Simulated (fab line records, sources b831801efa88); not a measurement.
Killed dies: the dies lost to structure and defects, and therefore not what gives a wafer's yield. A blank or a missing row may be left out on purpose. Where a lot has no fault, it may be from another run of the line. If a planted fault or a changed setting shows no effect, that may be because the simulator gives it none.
Tool commonality check :: flow gf180mcu :: 14 lots and 42 wafers in the sample

WHY THIS WAS OPENED
GF_VT_IMPLANT_RS_MEAS_47, reading NWELL_RS: flagged on 2 of 14 lots. Wafers without a fault read 488.3 ohm/sq, standard deviation 1.1.
Rule: a lot is flagged when every wafer of it that has a number lies more than 4 standard deviations from that mean, or none has a number. The rest of the lots are taken to be sound.

lot: L741
measured: day 7 14:12
on: film-metro-02
NWELL_RS (ohm/sq), wafer by wafer: 488.4 488.1 488.2
flag: 

lot: L742
measured: day 7 21:52
on: film-metro-04
NWELL_RS (ohm/sq), wafer by wafer: 488.8 488.9 488.9
flag: 

lot: L743
measured: day 8 06:32
on: film-metro-01
NWELL_RS (ohm/sq), wafer by wafer: 487.7 489.0 489.5
flag: 

lot: L744
measured: day 8 09:46
on: film-metro-01
NWELL_RS (ohm/sq), wafer by wafer: 490.1 490.2 489.5
flag: 

lot: L745
measured: day 8 18:30
on: film-metro-02
NWELL_RS (ohm/sq), wafer by wafer: 508.1 507.6 508.1
flag: FLAGGED

lot: L747
measured: day 9 11:58
on: film-metro-01
NWELL_RS (ohm/sq), wafer by wafer: 506.2 508.1 506.3
flag: FLAGGED

lot: L748
measured: day 9 12:52
on: film-metro-01
NWELL_RS (ohm/sq), wafer by wafer: 487.8 487.8 488.5
flag: 

lot: L752
measured: day 10 17:08
on: film-metro-04
NWELL_RS (ohm/sq), wafer by wafer: 489.2 489.0 487.6
flag: 

lot: L756
measured: day 12 06:53
on: film-metro-02
NWELL_RS (ohm/sq), wafer by wafer: 487.8 487.3 488.7
flag: 

lot: L759
measured: day 12 17:44
on: film-metro-04
NWELL_RS (ohm/sq), wafer by wafer: 489.0 490.3 490.1
flag: 

lot: L760
measured: day 13 10:34
on: film-metro-02
NWELL_RS (ohm/sq), wafer by wafer: 487.7 485.7 486.5
flag: 

lot: L761
measured: day 13 15:43
on: film-metro-02
NWELL_RS (ohm/sq), wafer by wafer: 487.6 488.0 487.0
flag: 

lot: L762
measured: day 14 04:11
on: film-metro-01
NWELL_RS (ohm/sq), wafer by wafer: 487.4 488.8 488.5
flag: 

lot: L763
measured: day 14 09:28
on: film-metro-01
NWELL_RS (ohm/sq), wafer by wafer: 488.5 486.5 489.0
flag: 
Average over the flagged lots: 507.4 ohm/sq; offset from the usual +19.1 ohm/sq, equal to +17 standard deviations.

LOT BY LOT: THE TOOL USED
The record keeps 1 process step preceding the reading, out of 602 steps on the route. In each cell: the tool, then ch and the chambers that the sampled wafers went through, then the start.
lot: L741
flag: 
GF_NWELL_IMPLANT_09: implanter-01 ch 0, day 3 13:28

lot: L742
flag: 
GF_NWELL_IMPLANT_09: implanter-04 ch 0, day 3 18:53

lot: L743
flag: 
GF_NWELL_IMPLANT_09: implanter-03 ch 0, day 4 00:52

lot: L744
flag: 
GF_NWELL_IMPLANT_09: implanter-03 ch 0, day 4 05:53

lot: L745
flag: FLAGGED
GF_NWELL_IMPLANT_09: implanter-03 ch 0, day 4 10:46

lot: L747
flag: FLAGGED
GF_NWELL_IMPLANT_09: implanter-03 ch 0, day 5 02:20

lot: L748
flag: 
GF_NWELL_IMPLANT_09: implanter-01 ch 0, day 5 04:26

lot: L752
flag: 
GF_NWELL_IMPLANT_09: implanter-04 ch 0, day 5 21:06

lot: L756
flag: 
GF_NWELL_IMPLANT_09: implanter-04 ch 0, day 7 02:08

lot: L759
flag: 
GF_NWELL_IMPLANT_09: implanter-01 ch 0, day 7 12:28

lot: L760
flag: 
GF_NWELL_IMPLANT_09: implanter-03 ch 0, day 7 22:53

lot: L761
flag: 
GF_NWELL_IMPLANT_09: implanter-04 ch 0, day 8 06:23

lot: L762
flag: 
GF_NWELL_IMPLANT_09: implanter-03 ch 0, day 8 14:22

lot: L763
flag: 
GF_NWELL_IMPLANT_09: implanter-04 ch 0, day 8 14:30
What is done by these steps:
- GF_NWELL_IMPLANT_09
- GF_VT_IMPLANT_RS_MEAS_47: measures by four-point-probe.

FLAGGED AGAINST TOTAL, ONE TOOL AT A TIME (gauges that did the reading follow at the end)
step: GF_NWELL_IMPLANT_09
tool: implanter-01
lots run: 3
flagged: 0
share of the flagged lots: none
sound lots run after its first flagged lot: -

step: GF_NWELL_IMPLANT_09
tool: implanter-03
lots run: 6
flagged: 2
share of the flagged lots: all
sound lots run after its first flagged lot: 2 (L760,L762)

step: GF_NWELL_IMPLANT_09
tool: implanter-04
lots run: 5
flagged: 0
share of the flagged lots: none
sound lots run after its first flagged lot: -

step: GF_VT_IMPLANT_RS_MEAS_47
tool: film-metro-01
lots run: 6
flagged: 1
share of the flagged lots: some
sound lots run after its first flagged lot: 3 (L748,L762,L763)

step: GF_VT_IMPLANT_RS_MEAS_47
tool: film-metro-02
lots run: 5
flagged: 1
share of the flagged lots: some
sound lots run after its first flagged lot: 3 (L756,L760,L761)

step: GF_VT_IMPLANT_RS_MEAS_47
tool: film-metro-04
lots run: 3
flagged: 0
share of the flagged lots: none
sound lots run after its first flagged lot: -

WHAT THE TABLE PERMITS
Rows of the table that ran each flagged lot: 1, that is implanter-03 at GF_NWELL_IMPLANT_09.
- implanter-03 at GF_NWELL_IMPLANT_09: 2 of its 6 lots flagged. After the first flagged lot (L760, L762), sound lots still ran on it; a lasting fault on the whole tool would not permit that. Its own readings (dose-ions-cm2, faraday-current-uA) fall more than 4 standard deviations out on all wafers of the flagged lots.
There is no row in the table that ran each flagged lot and no sound lot after the first.

WHAT WAS PUT IN BY THE SIMULATOR
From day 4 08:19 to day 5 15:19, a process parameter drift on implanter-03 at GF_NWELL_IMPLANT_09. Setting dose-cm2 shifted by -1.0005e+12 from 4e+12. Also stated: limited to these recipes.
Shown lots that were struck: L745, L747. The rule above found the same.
